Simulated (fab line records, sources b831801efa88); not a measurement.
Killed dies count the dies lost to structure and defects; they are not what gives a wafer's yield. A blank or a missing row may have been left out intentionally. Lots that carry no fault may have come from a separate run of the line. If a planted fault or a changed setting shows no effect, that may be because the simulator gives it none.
Struck lot and sound lot, side by side / flow gf180mcu / 20 steps out of a route of 602
Sound: these wafers, L391.3, L391.4, L391.6. Struck: wafer L389.3 (L389.1, L389.4, from the same lot, were not struck and are left out); the cause is given at the end.
For every step that has rows: the tool of each side, followed by ch and its chambers, followed by its first start. Under that, the readings that differ: sound wafers / struck wafers / difference of the means / sigmas: that difference in standard deviations of wafers without a fault.
alike: words and numbers the same on both sides, and readings whose means are apart by under 2 such deviations; not compared: readings that were withheld, readings missing a value for some wafer, numbers with overlapping values and no deviation given by the record, and bounds like >300 which may hide the same value.
Wherever a step has rows on one side only, a row that says differs or no value, or a row with sigmas, the two part there. Numbers that don't overlap but have no deviation are shown without sigmas and don't part them. A reading that every wafer of one side lacks parts them only if that side has two wafers or more.

first, 1 step without rows for these wafers: GF_STI_DEVELOP_11 (develop time 60 s).
GF_STI_CD_MEAS_12: target cd 220 nm.
  struck on cdSem-01, day 5 07:29; sound on cdSem-01, day 5 17:16
  alike: cdNm
GF_STI_ETCH_13: etches the open film in CHF3/O2, stops on Si, target depth 282.31 nm, time 112.9 s.
  sound on rieDiel-03 ch 0,1,3, day 5 17:20; struck on rieDiel-01 ch 3, day 5 07:37
  alike: drypumpMotorCurrentA, oesProductAu, throttleValvePct
  not compared: rfHoursCounterH
GF_STI_ETCH_14: etches Si in HBr/Cl2/O2, target depth 360 nm, time 102.9 s.
  sound on rieSi-02 ch 0,1, day 5 17:25; struck on rieSi-01 ch 0, day 5 07:41
  alike: drypumpMotorCurrentA, oesProductAu, throttleValvePct
  not compared: rfHoursCounterH
GF_STI_STRIP_15: strips in O2/N2.
  sound on plasmaAsher-01 ch 0,1, day 5 17:32; struck on plasmaAsher-01 ch 1, day 5 07:46
  alike: drypumpMotorCurrentA, heaterPowerW, n2FlowSccm, oesProductAu, stripTimeToEndpointS
  not compared: rfHoursCounterH
then, 6 steps without rows for these wafers: GF_STI_CLEAN_16 (cleans in dHF, time 25 s); GF_STI_WET_ETCH_17 (etches Si3N4 in H3PO4, target depth 45 nm, time 514 s); GF_STI_CLEAN_18 (cleans in SC1/SC2, time 150 s); GF_STI_CLEAN_19 (cleans in dHF, time 20 s); GF_STI_WET_ETCH_20 (etches SiO2 in dHF, target depth 20 nm, time 400 s); GF_STI_OXIDATION_21 (stabilise 600 s, purge 300 s, target thk 15 nm).
GF_STI_THK_MEAS_22:
  struck on filmMetro-03, day 5 09:20; sound on filmMetro-03, day 5 19:08
  alike: STI_OXIDATION_01_THK
GF_STI_CVD_23: deposits SiO2, target thk 650 nm, time 108.3 s.
  sound on hdpcvd-01 ch 1,2, day 5 19:10; struck on hdpcvd-02 ch 0, day 5 09:24
reading=model.SiO2_of_STI_CVD_23.thkNm (nm); sound=655.6 650.8 656.5; struck=304.4; difference=-349.9; sigmas=
GF_STI_THK_MEAS_24:
  struck on filmMetro-02, day 5 09:29; sound on filmMetro-01, day 5 19:16
reading=STI_CVD_23_THK (nm); sound=656 651 657; struck=304; difference=-351; sigmas=-49
GF_STI_CMP_25: polishes, stops on Si3N4, t overpolish 33 s, target thk 524.6 nm.
  sound on cmp-01 ch 0,1,2, day 5 19:21; struck on cmp-01 ch 2, day 5 09:32
reading=timeToEndpointS (s); sound=122 117 119; struck=58; difference=-61; sigmas=-10
  alike: motorCurrentA, platenRpm, retainingRingPressureFrac
then, 2 steps without rows for these wafers: GF_STI_WET_ETCH_26 (etches SiO2 in dHF, target depth 94 nm, time 188 s); GF_STI_WET_ETCH_27 (etches Si3N4 in H3PO4, target depth 160 nm, time 1825 s).
GF_STI_WET_ETCH_28: etches SiO2 in dHF, target depth 20 nm, time 40 s.
  sound on wetBench-03 ch 0, day 5 20:16; struck on wetBench-01 ch 3, day 5 10:56
reading=model.SiO2_of_STI_CVD_23.thkNm (nm); sound=404.2 402.9 405; struck=182; difference=-222; sigmas=
then, 1 step without rows for these wafers: GF_STI_OXIDATION_29 (stabilise 600 s, purge 300 s, target thk 10 nm).
-- the record jumps here: 28 days lie between the struck wafers' starts before and after (it left off in module STI and takes up again in module PASSIVATION, whose first step shown is number 602 of the route) --
GF_PASSIVATION_PROBE_99:
  record: rows for the struck wafers here (prober-01, day 33 07:10), none for the sound ones

## WHERE THEY PART
Last at GF_PASSIVATION_PROBE_99 as far as this record goes, first at GF_STI_THK_MEAS_24.

WHY: whatever the simulator had introduced
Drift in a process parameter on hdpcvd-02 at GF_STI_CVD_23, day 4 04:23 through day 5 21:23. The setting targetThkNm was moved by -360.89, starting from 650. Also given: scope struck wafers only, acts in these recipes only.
